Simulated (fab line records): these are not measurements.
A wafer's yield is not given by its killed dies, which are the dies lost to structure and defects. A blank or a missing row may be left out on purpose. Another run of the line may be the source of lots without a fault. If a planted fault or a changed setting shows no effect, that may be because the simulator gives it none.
Matching of chambers ; flow gf180mcu ; GF_PASSIVATION_CVD_02 on pecvd-02: 3 sister chambers
The step deposits Si3N4, target thk 700 nm, time 486.18 s. 14 wafers are shown with their chamber, then 7 later ones without.

== WAFERS, EACH WITH ITS CHAMBER ==
wafer;chamber;heaterPowerW (W)
L107.3;2;641
L107.4;2;682
L107.6;0;748
L108.2;1;670
L108.5;2;677
L108.6;1;759
L109.1;1;786
L109.2;2;722
L109.5;1;657
L113.1;1;674
L113.4;2;629
L113.6;1;737
L115.2;1;678
L115.4;1;717

SIGNATURES (means of the wafers above)
reading;chamber 0;chamber 1;chamber 2;scatter within a chamber
heaterPowerW;748.00;709.75;670.20;43.8
Rule: a wafer's distance from a chamber is the root of the sum, over the readings, of the square of ((its reading less the chamber's mean) divided by the reading's scatter). The wafer belongs to the nearest chamber; if the next one is less than 2 further off, it can't be placed. The scatter: take each reading less its chamber's mean, square it, sum over the shown wafers, divide by the number of wafers less the number of chambers, and take the root.

== WAFERS WHOSE CHAMBER IS MISSING ==
wafer;heaterPowerW (W)
L115.5;723
L116.2;758
L116.3;653
L116.6;708
L119.2;748
L119.3;759
L119.6;794

== WHICH CHAMBER EACH ONE RAN IN ==
wafer;from the rows above;in truth
L115.5;can't be placed: 1 or 0 or 2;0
L116.2;can't be placed: 0 or 1 or 2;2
L116.3;can't be placed: 2 or 1 or 0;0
L116.6;can't be placed: 1 or 2 or 0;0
L119.2;can't be placed: 0 or 1 or 2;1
L119.3;can't be placed: 0 or 1 or 2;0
L119.6;can't be placed: 0 or 1 or 2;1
Placed correctly: 0 of 7. Cannot be placed on the basis of these rows: 7; the candidates contain the true chamber in 7. Number placed wrongly: 0.
